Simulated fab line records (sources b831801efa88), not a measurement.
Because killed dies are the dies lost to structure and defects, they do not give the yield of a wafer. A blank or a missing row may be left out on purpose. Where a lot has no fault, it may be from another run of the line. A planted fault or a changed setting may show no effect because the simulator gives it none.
Check of tool commonality | flow sky130 | 13 lots, 39 wafers sampled

WHAT PROMPTED THE OPENING
2 of 13 lots carry a flag on the reading VT_ADJUST_NCORE_TW at SKY_VT_ADJUST_NCORE_TW_MEAS_11. Wafers without a fault read 218.1, standard deviation 1.4.
Rule: a lot is flagged when every wafer of it that has a number lies more than 4 standard deviations from that mean, or none has a number. The rest of the lots are taken to be sound.

lot  | measured     | on            | VT_ADJUST_NCORE_TW, wafer by wafer | flag
L884 | day 8 17:50  | film-metro-03 | 219.9 218.8 219.4                  |
L885 | day 8 21:08  | film-metro-01 | 217.9 217.8 216.9                  |
L894 | day 11 15:31 | film-metro-01 | 196.5 196.5 197.4                  | FLAGGED
L895 | day 11 23:46 | film-metro-04 | 199.9 198.4 198.4                  | FLAGGED
L896 | day 12 07:01 | film-metro-01 | 215.9 216.3 216.5                  |
L897 | day 12 15:24 | film-metro-04 | 219.0 218.0 218.0                  |
L898 | day 12 18:46 | film-metro-01 | 217.2 217.0 217.4                  |
L899 | day 13 04:14 | film-metro-01 | 217.3 219.5 219.0                  |
L900 | day 13 10:30 | film-metro-01 | 218.1 219.7 218.8                  |
L903 | day 14 09:28 | film-metro-01 | 217.8 216.2 216.9                  |
L904 | day 14 14:17 | film-metro-03 | 220.5 219.6 220.7                  |
L906 | day 15 06:59 | film-metro-03 | 218.0 218.0 218.4                  |
L907 | day 15 14:55 | film-metro-01 | 217.8 218.6 217.8                  |
Average over the flagged lots: 197.8; offset from the usual -20.2, equal to -14 standard deviations.

EACH LOT AND THE TOOL IT RAN ON
The record holds 1 process step before the reading, out of a route of 708 steps. In each cell: the tool, then ch and the chambers that the sampled wafers went through, then the start.
lot  | flag    | SKY_VT_ADJUST_NCORE_IMPLANT_09
L884 |         | implanter-04 ch 0, day 8 17:36
L885 |         | implanter-02 ch 0, day 8 20:54
L894 | FLAGGED | implanter-03 ch 0, day 11 15:16
L895 | FLAGGED | implanter-03 ch 0, day 11 23:31
L896 |         | implanter-04 ch 0, day 12 06:46
L897 |         | implanter-04 ch 0, day 12 15:10
L898 |         | implanter-02 ch 0, day 12 18:31
L899 |         | implanter-04 ch 0, day 13 03:59
L900 |         | implanter-02 ch 0, day 13 10:18
L903 |         | implanter-02 ch 0, day 14 09:14
L904 |         | implanter-02 ch 0, day 14 14:04
L906 |         | implanter-03 ch 0, day 15 06:45
L907 |         | implanter-04 ch 0, day 15 14:40
These steps, and what they do:
- SKY_VT_ADJUST_NCORE_IMPLANT_09
- SKY_VT_ADJUST_NCORE_TW_MEAS_11

FLAGGED AGAINST TOTAL, ONE TOOL AT A TIME (gauges that did the reading follow at the end)
step                           | tool          | lots run | flagged | share of the flagged lots | sound lots run after its first flagged lot
SKY_VT_ADJUST_NCORE_IMPLANT_09 | implanter-02  | 5        | 0       | none                      | -
SKY_VT_ADJUST_NCORE_IMPLANT_09 | implanter-03  | 3        | 2       | all                       | 1 (L906)
SKY_VT_ADJUST_NCORE_IMPLANT_09 | implanter-04  | 5        | 0       | none                      | -
SKY_VT_ADJUST_NCORE_TW_MEAS_11 | film-metro-01 | 8        | 1       | some                      | 6 (L896,L898,L899,L900,L903,L907)
SKY_VT_ADJUST_NCORE_TW_MEAS_11 | film-metro-03 | 3        | 0       | none                      | -
SKY_VT_ADJUST_NCORE_TW_MEAS_11 | film-metro-04 | 2        | 1       | some                      | 1 (L897)

THE TABLE: WHAT IT ALLOWS
In the table, 1 row covers all flagged lots: implanter-03 at SKY_VT_ADJUST_NCORE_IMPLANT_09.
- implanter-03 at SKY_VT_ADJUST_NCORE_IMPLANT_09: 2 of its 3 lots flagged. Sound lots ran on it after the first flagged one (L906), which a lasting fault on the whole tool wouldn't allow. Its own readings (beam-energy-keV) fall more than 4 standard deviations out on all wafers of the flagged lots.
Every row of the table either missed a flagged lot or ran a sound lot after the first.

WHAT WAS PUT IN BY THE SIMULATOR
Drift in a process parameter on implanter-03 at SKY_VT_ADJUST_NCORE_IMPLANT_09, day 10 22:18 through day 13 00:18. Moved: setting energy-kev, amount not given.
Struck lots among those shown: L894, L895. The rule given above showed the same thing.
